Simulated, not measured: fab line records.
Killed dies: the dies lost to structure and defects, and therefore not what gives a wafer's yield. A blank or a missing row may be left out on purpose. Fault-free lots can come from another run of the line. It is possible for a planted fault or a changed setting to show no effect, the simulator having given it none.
fab line records ; flow sfqLine
record lots=5; wafers=15; lastDay=85
route steps=325 shown M2@92 I2@103
lots that met no fault: taken from a fault-free run of the same line
startH: hours from the record's first day to the start of the lot's first wafer shown ; waitH: hours elapsed since this lot's preceding step ; " same as the row above ; L1.1+2: one row covering several wafers at once ; - either no value or no given start ; * or withheld: withheld ; < > ~ a bound
route shown NAME@n: a module of which the file shows steps, and the number in the route of the first ; usual: mean and standard deviation over wafers with no fault ; same: alike in all rows ; chamber/n: place in a boat ; sites: the reading at each site ; _std_site: standard deviation across them ; _edge_site: mean of outer sites minus mean of inner sites ; radiusMm: how far each site lies from the wafer's centre ; mask NAME#n: copy n ; behind: the most recent tool/chamber to have shaped the wafer ; hold: cause of the lot's hold/its duration in hours/its outcome ; device: which transistor (n, p or np) failed to switch ; end of line: at the end of the route, the tests of the same wafers ; for a step that has no rows: nothing shown but its recipe ; killed: dies that structure and defects cost at the first sort, which is not the same as the wafer's yield ; map: shows each die of a wafer: x if killed, . if not, _ if none is there
set.NAME: setting as actually run; set.NAME@STEP: the setting as run at that earlier step ; model.NAME: the simulator's own value behind a step, which no gauge read
certain route steps with their lots: each step a table, each wafer a row
services: from which hour (startH, from the record's first day; less than 0 if before it) a tool's chamber was out of use, for how many hours, and why
## steps
# step SFQ_TRILAYER_M2_LITHO_COAT_062
# recipe resist=BARC; spinRpm=3000; resistThkNm=62
# step SFQ_TRILAYER_M2_LITHO_COAT_057
# recipe resist=KrF; spinRpm=3000; resistThkNm=600
# step SFQ_TRILAYER_M2_LITHO_SOFTBAKE_061
# recipe tempC=withheld; timeS=withheld; resist=KrF
# step SFQ_TRILAYER_M2_LITHO_EXPOSE_058
# recipe maskId=M2; na=0.6; sourceShape=conventional; sigmaOuter=0.65; targetCdNm=500; doseMj=14.4
# step SFQ_TRILAYER_M2_LITHO_PEB_060
# recipe pebTempC=115; pebTimeS=60; resist=KrF
# step SFQ_TRILAYER_M2_LITHO_DEVELOP_059
# recipe timeS=60; resist=KrF
# step SFQ_M2_OVL_MEAS_916
# usual M2_OVL=-2/5.8
lot.wafer;tool;chamber;startH;waitH;M2_OVL[nm]
L345.1;overlay-01;-;736.28;0.1;-2
L345.3;overlay-01;-;736.28;0.1;-9
L345.6;overlay-01;-;736.28;0.1;4
L353.1;overlay-02;-;782.18;0.1;-8
L353.3;overlay-02;-;782.18;0.1;-5
L353.5;overlay-02;-;782.18;0.1;-5
L360.1;overlay-02;-;998.35;0.1;-9
L360.3;overlay-02;-;998.35;0.1;-2
L360.5;overlay-02;-;998.35;0.1;-3
L364.4;overlay-02;-;1037.28;0.1;4
L364.5;overlay-02;-;1037.28;0.1;-4
L364.6;overlay-02;-;1037.28;0.1;3
L365.1;overlay-01;-;1051.66;0.1;-2
L365.3;overlay-01;-;1051.66;0.1;-2
L365.4;overlay-01;-;1051.66;0.1;-3
# step SFQ_TRILAYER_M2_BARC_OPEN_METAL_ETCH_077
# recipe maskMaterial=PR; chemistry=O2; targetDepthNm=125; target=BARC; icpW=600; biasW=80; pressureMtorr=10; timeS=41.7
# usual drypumpMotorCurrentA=5.90/0.29; oesProductAu=0.685/0.0053
lot.wafer;tool;chamber;startH;waitH;drypumpMotorCurrentA;oesProductAu;rfHoursCounterH
L345.1;rieMetal-01;0;736.31;0.0;5.65;0.692;29
L345.3;rieMetal-01;0;736.31;0.0;5.64;0.680;-
L345.6;rieMetal-01;0;736.31;0.0;5.66;0.684;-
L353.1;rieMetal-01;0;782.21;0.0;5.65;0.685;39
L353.3;rieMetal-01;0;782.21;0.0;5.68;0.683;-
L353.5;rieMetal-01;0;782.21;0.0;5.64;0.678;-
L360.1;rieMetal-03;0;998.39;0.0;5.55;0.684;117
L360.3;rieMetal-03;1;998.39;0.0;6.08;0.685;-
L360.5;rieMetal-03;1;998.39;0.0;6.07;0.683;-
L364.4;rieMetal-02;1;1037.32;0.0;6.52;0.687;-
L364.5;rieMetal-02;1;1037.32;0.0;6.50;0.680;-
L364.6;rieMetal-02;0;1037.32;0.0;5.61;0.689;-
L365.1;rieMetal-03;1;1051.70;0.0;6.13;0.686;110
L365.3;rieMetal-03;0;1051.70;0.0;5.54;0.691;-
L365.4;rieMetal-03;1;1051.70;0.0;6.13;0.685;-
# step SFQ_TRILAYER_M2_ETCH_METAL_ETCH_060
# recipe target=Nb; stopOn=SiO2; maskMaterial=PR; chemistry=Cl2/Ar; targetDepthNm=240; icpW=600; biasW=80; pressureMtorr=10; timeS=120
# usual drypumpMotorCurrentA=5.90/0.29; oesProductAu=0.895/0.0077
lot.wafer;tool;chamber;startH;waitH;drypumpMotorCurrentA;oesProductAu;rfHoursCounterH
L345.1;rieMetal-01;0;736.37;0.0;5.66;0.885;29
L345.3;rieMetal-01;0;736.37;0.0;5.67;0.894;-
L345.6;rieMetal-01;0;736.37;0.0;5.66;0.899;-
L353.1;rieMetal-01;0;782.27;0.0;5.67;0.917;39
L353.3;rieMetal-01;0;782.27;0.0;5.66;0.900;-
L353.5;rieMetal-01;0;782.27;0.0;5.67;0.892;-
L360.1;rieMetal-03;0;998.45;0.0;5.59;0.894;117
L360.3;rieMetal-03;1;998.45;0.0;6.13;0.889;-
L360.5;rieMetal-03;1;998.45;0.0;6.11;0.902;-
L364.4;rieMetal-02;1;1037.40;0.1;6.50;0.896;-
L364.5;rieMetal-02;1;1037.40;0.1;6.51;0.906;-
L364.6;rieMetal-02;0;1037.40;0.1;5.59;0.891;-
L365.1;rieMetal-03;1;1051.76;0.0;6.05;0.900;110
L365.3;rieMetal-03;0;1051.76;0.0;5.58;0.900;-
L365.4;rieMetal-03;1;1051.76;0.0;6.06;0.894;-
# step SFQ_TRILAYER_M2_STRIP_STRIP_061
# recipe gas=O2; powerW=200; platenTempC=40; overashFraction=0.65; chemistry=O2; pressureMtorr=50
# usual drypumpMotorCurrentA=5.90/0.29; oesProductAu=1.001/0.0068
lot.wafer;tool;chamber;startH;waitH;drypumpMotorCurrentA;oesProductAu;rfHoursCounterH
L345.1;rieMetal-01;0;736.50;0.1;5.66;0.998;29
L345.3;rieMetal-01;0;736.50;0.1;5.66;1.003;-
L345.6;rieMetal-01;0;736.50;0.1;5.65;1.006;-
L353.1;rieMetal-01;0;782.40;0.1;5.65;0.988;39
L353.3;rieMetal-01;0;782.40;0.1;5.64;0.998;-
L353.5;rieMetal-01;0;782.40;0.1;5.65;0.987;-
L360.1;rieMetal-03;0;998.57;0.1;5.61;1.003;117
L360.3;rieMetal-03;1;998.57;0.1;6.17;0.981;-
L360.5;rieMetal-03;1;998.57;0.1;6.16;0.999;-
L364.4;rieMetal-02;1;1037.68;0.2;6.53;1.009;-
L364.5;rieMetal-02;1;1037.68;0.2;6.51;1.004;-
L364.6;rieMetal-02;0;1037.68;0.2;5.60;1.001;-
L365.1;rieMetal-03;1;1051.88;0.1;6.06;1.004;111
L365.3;rieMetal-03;0;1051.88;0.1;5.56;1.013;-
L365.4;rieMetal-03;1;1051.88;0.1;6.08;1.006;-
# step SFQ_TRILAYER_M2_STRIP_SOLV_CLEAN_062
# recipe chemistry=NMP; tempC=70; timeS=600
# step SFQ_TRILAYER_I2_DEP_PECVD_063
# recipe material=SiO2; tempC=150; timeS=111.11; pressureTorr=2.4; rfW=183.3; precursor=SiH4/N2O; targetThkNm=500
# usual chamberPressureTorr=2.400/0.0052; heaterPowerW=82/13; throttleValvePct=24.6/1
lot.wafer;tool;chamber;startH;waitH;chamberPressureTorr;heaterPowerW;throttleValvePct
L345.1;pecvd-01;2;737.27;0.0;2.408;85;27.2
L345.3;pecvd-01;0;737.27;0.0;2.403;65;25.3
L345.6;pecvd-01;1;737.27;0.0;2.400;106;23.8
L353.1;pecvd-03;0;783.17;0.0;2.390;62;25.2
L353.3;pecvd-03;2;783.17;0.0;2.400;88;24.1
L353.5;pecvd-03;2;783.17;0.0;2.397;92;24.3
L360.1;pecvd-04;1;999.35;0.0;2.400;74;25.7
L360.3;pecvd-04;0;999.35;0.0;2.396;95;24.2
L360.5;pecvd-04;1;999.35;0.0;2.397;79;26.0
L364.4;pecvd-01;2;1038.31;0.0;2.396;85;24.3
L364.5;pecvd-01;1;1038.31;0.0;2.397;107;22.5
L364.6;pecvd-01;0;1038.31;0.0;2.400;61;22.6
L365.1;pecvd-03;2;1052.66;0.0;2.397;88;24.3
L365.3;pecvd-03;0;1052.66;0.0;2.401;65;25.4
L365.4;pecvd-03;2;1052.66;0.0;2.404;91;24.4
# step SFQ_TRILAYER_I2_CMP_CMP_064
# recipe material=SiO2; downForcePsi=3; platenRpm=60; padVelocityMS=0.94248
# usual headPressurePsi=3.001/0.0067; motorCurrentA=10.3/1.1; slurryFlowMlMin=150.1/0.46; timeToEndpointS=215/7.8
lot.wafer;tool;chamber;startH;waitH;headPressurePsi;motorCurrentA;slurryFlowMlMin;timeToEndpointS
L345.1;cmp-01;0;763.65;26.3;3.020;9.2;150.5;205
L345.3;cmp-01;2;764.65;27.3;3.013;11.3;149.9;214
L345.6;cmp-01;3;764.65;27.3;3.002;11.8;150.2;214
L353.1;cmp-02;0;828.13;44.9;3.003;9.8;150.6;212
L353.3;cmp-02;1;828.13;44.9;3.000;9.7;149.7;215
L353.5;cmp-02;0;830.13;46.9;2.990;10.0;150.2;211
L360.3;cmp-02;3;1003.59;4.2;3.003;8.3;150.7;202
L360.1;cmp-02;1;1004.59;5.2;2.380;8.5;150.0;273
L360.5;cmp-02;2;1004.59;5.2;3.007;10.2;149.4;222
L364.4;cmp-01;1;1039.23;0.9;2.999;12.1;150.3;217
L364.6;cmp-01;1;1041.23;2.9;3.003;12.7;149.8;220
L364.5;cmp-01;2;1041.23;2.9;3.002;11.6;150.4;213
L365.1;cmp-01;2;1054.23;1.5;3.006;10.9;150.6;210
L365.3;cmp-01;3;1054.23;1.5;2.988;10.9;149.8;207
L365.4;cmp-01;0;1054.23;1.5;3.003;9.3;149.8;214
# step SFQ_I2_BOW_MEAS_917
# recipe mode=bow
# usual I2_BOW=2/8
lot.wafer;tool;chamber;startH;waitH;I2_BOW[um]
L345.1;filmMetro-03;-;766.15;2.0;4
L345.3;filmMetro-03;-;766.15;2.0;-5
L345.6;filmMetro-03;-;766.15;2.0;2
L353.1;filmMetro-03;-;830.63;2.0;-4
L353.3;filmMetro-03;-;830.63;2.0;6
L353.5;filmMetro-03;-;830.63;2.0;17
L360.1;filmMetro-02;-;1006.09;1.0;-17
L360.3;filmMetro-02;-;1006.09;1.0;-18
L360.5;filmMetro-02;-;1006.09;1.0;-1
L364.4;filmMetro-01;-;1042.29;2.6;4
L364.5;filmMetro-01;-;1042.29;2.6;-9
L364.6;filmMetro-01;-;1042.29;2.6;-9
L365.1;filmMetro-01;-;1057.23;2.5;3
L365.3;filmMetro-01;-;1057.23;2.5;1
L365.4;filmMetro-01;-;1057.23;2.5;2
## services
tool;chamber;startH;hours;kind
rieMetal-02;-;738.85;1.7;repair
cmp-02;-;751.21;4.0;pm
rieMetal-01;-;752.54;0.2;repair
rieMetal-01;1;758.46;3.1;repair
cmp-02;-;803.21;6.4;pm
cmp-01;-;803.76;4.6;repair
pecvd-03;-;803.94;1.6;repair
rieMetal-02;-;812.13;2.8;pm
cmp-02;-;875.63;10.5;pm
rieMetal-01;-;885.37;2.8;pm
rieMetal-02;-;891.60;14.6;pm
cmp-02;-;913.36;0.6;repair
cmp-01;-;916.38;4.0;pm
rieMetal-02;0;930.69;5.6;repair
rieMetal-01;0;931.22;189.0;repair
pecvd-01;-;933.25;14.0;pm
pecvd-03;0;948.17;4.8;repair
cmp-01;-;973.76;0.7;repair
cmp-01;-;977.41;4.8;pm
pecvd-03;-;983.05;0.8;pm
rieMetal-03;-;994.66;2.8;pm
rieMetal-03;0;1009.15;10.0;repair
cmp-01;-;1019.66;6.0;repair
rieMetal-02;0;1038.25;2.3;repair
## key
firstSign step=SFQ_TRILAYER_I2_CMP_CMP_064; reading=headPressurePsi; direction=down; sigmas=92; usual=3.001; struck=2.380
effect step=SFQ_TRILAYER_I2_CMP_CMP_064; reading=timeToEndpointS; direction=up; sigmas=7.4; usual=*; struck=*
metAt SFQ_TRILAYER_I2_CMP_CMP_064
struckWafers L360.1
onsetBetween 828.13 1003.59
fault kind=processParameterDrift; tool=cmp-02; chamber=1; onsetH=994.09; steps=SFQ_TRILAYER_I2_CMP_CMP_064; channel=downForcePsi; offset=-0.61165; shape=step; endH=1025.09; actsIn=theseRecipesOnly; stated=3
